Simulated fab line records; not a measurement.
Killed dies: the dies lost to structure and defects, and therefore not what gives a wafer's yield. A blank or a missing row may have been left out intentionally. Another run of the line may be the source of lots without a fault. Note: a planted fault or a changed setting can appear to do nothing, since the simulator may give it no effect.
Matching of chambers / flow gf180mcu / 3 sister chambers for GF_V5_CVD_02 on pecvd-04
The step deposits SiO2 from TEOS, target thk 1450 nm, time 163.28 s. 20 wafers are shown with their chamber, then 10 later ones without.

## WAFERS, EACH WITH ITS CHAMBER
wafer=L074.1; chamber=2; heaterPowerW (W)=835
wafer=L074.2; chamber=0; heaterPowerW (W)=740
wafer=L074.3; chamber=1; heaterPowerW (W)=654
wafer=L074.4; chamber=0; heaterPowerW (W)=621
wafer=L074.5; chamber=1; heaterPowerW (W)=696
wafer=L074.6; chamber=2; heaterPowerW (W)=892
wafer=L082.1; chamber=2; heaterPowerW (W)=763
wafer=L082.2; chamber=1; heaterPowerW (W)=680
wafer=L082.3; chamber=0; heaterPowerW (W)=776
wafer=L082.4; chamber=2; heaterPowerW (W)=867
wafer=L082.5; chamber=1; heaterPowerW (W)=546
wafer=L082.6; chamber=0; heaterPowerW (W)=622
wafer=L086.1; chamber=2; heaterPowerW (W)=835
wafer=L086.3; chamber=0; heaterPowerW (W)=745
wafer=L086.4; chamber=2; heaterPowerW (W)=751
wafer=L088.2; chamber=1; heaterPowerW (W)=688
wafer=L088.4; chamber=1; heaterPowerW (W)=546
wafer=L088.6; chamber=2; heaterPowerW (W)=876
wafer=L093.1; chamber=0; heaterPowerW (W)=730
wafer=L093.4; chamber=0; heaterPowerW (W)=751

SIGNATURES (means of the wafers above)
reading=heaterPowerW; chamber 0=712.14; chamber 1=635.00; chamber 2=831.29; scatter within a chamber=62.8
Rule: a wafer lies at a distance from a chamber equal to the root of the sum of squares, over the readings, of (its reading less the chamber's mean, divided by the reading's scatter). If the next closest chamber is less than 2 further off than the closest, the wafer can't be placed; otherwise it belongs to the closest. The scatter: take each reading less its chamber's mean, square it, sum over the shown wafers, divide by the number of wafers less the number of chambers, and take the root.

## WAFERS WITH NO CHAMBER GIVEN
wafer=L093.5; heaterPowerW (W)=546
wafer=L095.1; heaterPowerW (W)=675
wafer=L095.3; heaterPowerW (W)=823
wafer=L095.6; heaterPowerW (W)=874
wafer=L096.3; heaterPowerW (W)=912
wafer=L096.4; heaterPowerW (W)=753
wafer=L096.5; heaterPowerW (W)=556
wafer=L097.1; heaterPowerW (W)=626
wafer=L097.2; heaterPowerW (W)=927
wafer=L097.4; heaterPowerW (W)=767

## THE CHAMBER EACH PASSED THROUGH
wafer=L093.5; from the rows above=can't be placed: 1 or 0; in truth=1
wafer=L095.1; from the rows above=can't be placed: 0 or 1 or 2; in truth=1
wafer=L095.3; from the rows above=can't be placed: 2 or 0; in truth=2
wafer=L095.6; from the rows above=can't be placed: 2 or 0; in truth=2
wafer=L096.3; from the rows above=can't be placed: 2 or 0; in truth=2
wafer=L096.4; from the rows above=can't be placed: 0 or 2 or 1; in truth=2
wafer=L096.5; from the rows above=can't be placed: 1 or 0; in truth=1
wafer=L097.1; from the rows above=can't be placed: 1 or 0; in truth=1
wafer=L097.2; from the rows above=can't be placed: 2 or 0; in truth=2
wafer=L097.4; from the rows above=can't be placed: 0 or 2 or 1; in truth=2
Correct placement for 0 of the 10. Can't be placed from these rows: 10 (the true chamber is among the candidates in 10). Wrongly placed: 0.
